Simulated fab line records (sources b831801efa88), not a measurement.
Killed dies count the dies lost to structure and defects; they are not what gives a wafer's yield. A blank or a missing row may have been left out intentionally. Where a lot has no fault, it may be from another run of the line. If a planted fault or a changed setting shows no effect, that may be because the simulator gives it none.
Problem report, 8D (eight disciplines) form, completed by code + flow sky130 + the parts of the form that need people (team, actions taken, sign-off) are left out

== 1. WHAT IS WRONG ==
killed_at_front_end at SKY_PAD_OPEN_PROBE_99 reads a mean of 427 on 6 wafers of 2 lots; wafers without a fault read 15 with a standard deviation of 4.8. Measured from the usual mean, that is +86 standard deviations.
First observed at day 49 03:23: wafer L882.4, on prober-02. Wafers with a number at this step in the record: 6, from 2 lots. Rule for "out", or "out of limits": more than 4 standard deviations from the usual mean. The other wafers with a number count as sound.

== 2. WHAT IT IS, WHAT IT ISN'T ==
| question                    | is                                              | is not                                                             |
|-----------------------------|-------------------------------------------------|--------------------------------------------------------------------|
| which readings at this step | killed_at_front_end, killed_dies, killed_on_rim | killed_at_M0_to_M3, killed_at_M4_up, killed_at_other, killed_short |
| which lots                  | L882, L886                                      | -                                                                  |
| which wafers of those lots  | all that have a number                          | -                                                                  |
| read on which tools         | prober-02                                       | -                                                                  |
| when                        | from day 49 03:23                               | up to then (0 sound wafers)                                        |

== 3. SUSPECTS, AND WHAT RULES EACH OUT ==
Counting: a tool stays on the suspect list if, at a process step up to the reading, it processed all lots that are out and no sound lot following the first of them.
- litho_track-01 at SKY_NWELL_DEVELOP_09 (develop time 60 s): kept. It ran every lot that is out, first L882 (day 8 07:00), and no sound lot after that.
- prober-02 at SKY_PAD_OPEN_PROBE_99: kept. It ran every lot that is out, first L882 (day 49 03:23), and no sound lot after that. Out on those wafers are its own readings of killed_at_front_end, killed_dies, killed_on_rim.
What counting leaves: litho_track-01 at SKY_NWELL_DEVELOP_09 and prober-02 at SKY_PAD_OPEN_PROBE_99.

== 4. THE CAUSE (what the simulator had put in) ==
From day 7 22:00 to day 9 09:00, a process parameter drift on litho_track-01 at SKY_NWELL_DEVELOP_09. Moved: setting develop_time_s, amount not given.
After counting, 2 suspects remain, this tool included.

== 5. THE EFFECT CHAIN, in route order ==
Each row: a reading whose mean over the struck wafers that have a number lies more than 3 standard deviations from the usual. Scope: only readings with a usual standard deviation given in the record; hours: median across lots of the time from each lot's start at the first step in this table that gives one to its start at this step; sigmas: change in usual standard deviations.
| hours | step                  | reading             | usual | on struck wafers | change | sigmas |
|-------|-----------------------|---------------------|-------|------------------|--------|--------|
| 0     | SKY_PAD_OPEN_PROBE_99 | killed_at_front_end | 15    | 427              | +412   | +86    |
| 0     | SKY_PAD_OPEN_PROBE_99 | killed_dies         | 85    | 492              | +407   | +43    |
| 0     | SKY_PAD_OPEN_PROBE_99 | killed_on_rim       | 16    | 96               | +80    | +20    |
It contains these process steps:
- SKY_PAD_OPEN_PROBE_99
Readings that are blank on the struck wafers while sound wafers have them: NWELL_00_OVL at SKY_NWELL_OVL_MEAS_10.

== 6. WHAT WOULD HAVE CAUGHT IT SOONER ==
In this record the first reading out of limits was taken at day 49 03:23, 989 hours after the fault began at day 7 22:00.
Between SKY_NWELL_DEVELOP_09 and SKY_PAD_OPEN_PROBE_99, SKY_NWELL_OVL_MEAS_10 gave no NWELL_00_OVL on the struck wafers, where sound wafers have one: a measuring or inspecting step that comes back empty is itself a sign.
By day 49 03:23 the whole set of lots that are out, 2 in number, had already begun SKY_NWELL_DEVELOP_09 on litho_track-01. Holding the tool at that point would not have protected any of them.
